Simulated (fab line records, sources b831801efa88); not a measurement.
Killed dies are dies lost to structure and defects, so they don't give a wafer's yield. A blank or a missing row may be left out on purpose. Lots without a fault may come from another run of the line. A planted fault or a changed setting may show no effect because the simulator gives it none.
Which tool did it? | flow sky130 | 10 lots, 30 wafers sampled, at 4 steps of a route of 708

WHAT THE GAUGES READ, wafer by wafer
SKY_METAL1_RS_MEAS_05: measures by four-point-probe.
lot  | measured     | on            | METAL1_ALCU_RS (ohm/sq)
L320 | day 32 06:23 | film_metro-04 | 0.1271 0.1263 0.1266
L319 | day 32 09:04 | film_metro-01 | 0.1274 0.1272 0.1257
L330 | day 35 17:47 | film_metro-04 | 0.1254 0.1384 0.1252
L331 | day 35 22:58 | film_metro-04 | 0.1236 0.1258 0.1240
L333 | day 36 14:44 | film_metro-04 | 0.1256 0.1263 0.1248
L336 | day 37 07:57 | film_metro-04 | 0.1236 0.1248 0.1243
L338 | day 37 21:47 | film_metro-02 | 0.1266 0.1261 0.1274
L339 | day 38 00:08 | film_metro-02 | 0.1284 0.1280 0.1277
L341 | day 38 18:22 | film_metro-02 | 0.1281 0.1265 0.1261
L342 | day 38 22:09 | film_metro-02 | 0.1273 0.1270 0.1270

WHICH TOOL RAN EACH LOT (tool, then ch and the chambers of the sampled wafers, then the start)
lot  | SKY_CONTACT_CVD_00              | SKY_METAL1_SPUTTER_00        | SKY_METAL1_SPUTTER_02
L320 | pecvd-01 ch 1,2, day 30 23:26   | pvd_sputter-03, day 32 06:15 | pvd_sputter-03, day 32 06:17
L319 | pecvd-04 ch 0,1, day 31 02:08   | pvd_sputter-01, day 32 08:53 | pvd_sputter-01, day 32 08:56
L330 | pecvd-03 ch 0,1,2, day 34 12:50 | pvd_sputter-03, day 35 17:38 | pvd_sputter-03, day 35 17:41
L331 | pecvd-04 ch 0,1,2, day 34 18:36 | pvd_sputter-01, day 35 22:49 | pvd_sputter-01, day 35 22:52
L333 | pecvd-01 ch 0,1, day 35 10:19   | pvd_sputter-01, day 36 14:36 | pvd_sputter-01, day 36 14:38
L336 | pecvd-03 ch 0,2, day 36 03:44   | pvd_sputter-01, day 37 07:49 | pvd_sputter-01, day 37 07:52
L338 | pecvd-03 ch 1,2, day 36 18:59   | pvd_sputter-01, day 37 21:36 | pvd_sputter-01, day 37 21:38
L339 | pecvd-01 ch 0,2, day 36 20:52   | pvd_sputter-03, day 37 23:58 | pvd_sputter-03, day 38 00:01
L341 | pecvd-01 ch 1,2, day 37 14:56   | pvd_sputter-03, day 38 18:14 | pvd_sputter-03, day 38 18:17
L342 | pecvd-03 ch 0,2, day 37 19:02   | pvd_sputter-02, day 38 22:01 | pvd_sputter-02, day 38 22:04
- SKY_CONTACT_CVD_00: deposits Si3N4, target thk 75 nm.
- SKY_METAL1_SPUTTER_00: material Ti, target thk 15 nm, time 10 s.
- SKY_METAL1_SPUTTER_02: material AlCu, target thk 250 nm, time 13.3 s.

THE ANSWER, worked out from the rows above alone
Rule: what is usual is taken from the lots themselves. Put in order of their means at a reading, lots are off if they are a third of the lots or fewer, leave a main group of 4 or more, and stand apart from it by a gap of 3 or more times the standard deviation of the main group's means; of several such gaps the widest counts. A main group whose means are all the same, to the digits that the tables above print for the reading, isn't used. A lot without any number at a reading at which 4 lots or more have one is off too. The other lots that the step has rows for count as sound.
No lot is off at any reading shown: from this, nothing can be told.

WHAT THE SIMULATOR HAD PUT IN
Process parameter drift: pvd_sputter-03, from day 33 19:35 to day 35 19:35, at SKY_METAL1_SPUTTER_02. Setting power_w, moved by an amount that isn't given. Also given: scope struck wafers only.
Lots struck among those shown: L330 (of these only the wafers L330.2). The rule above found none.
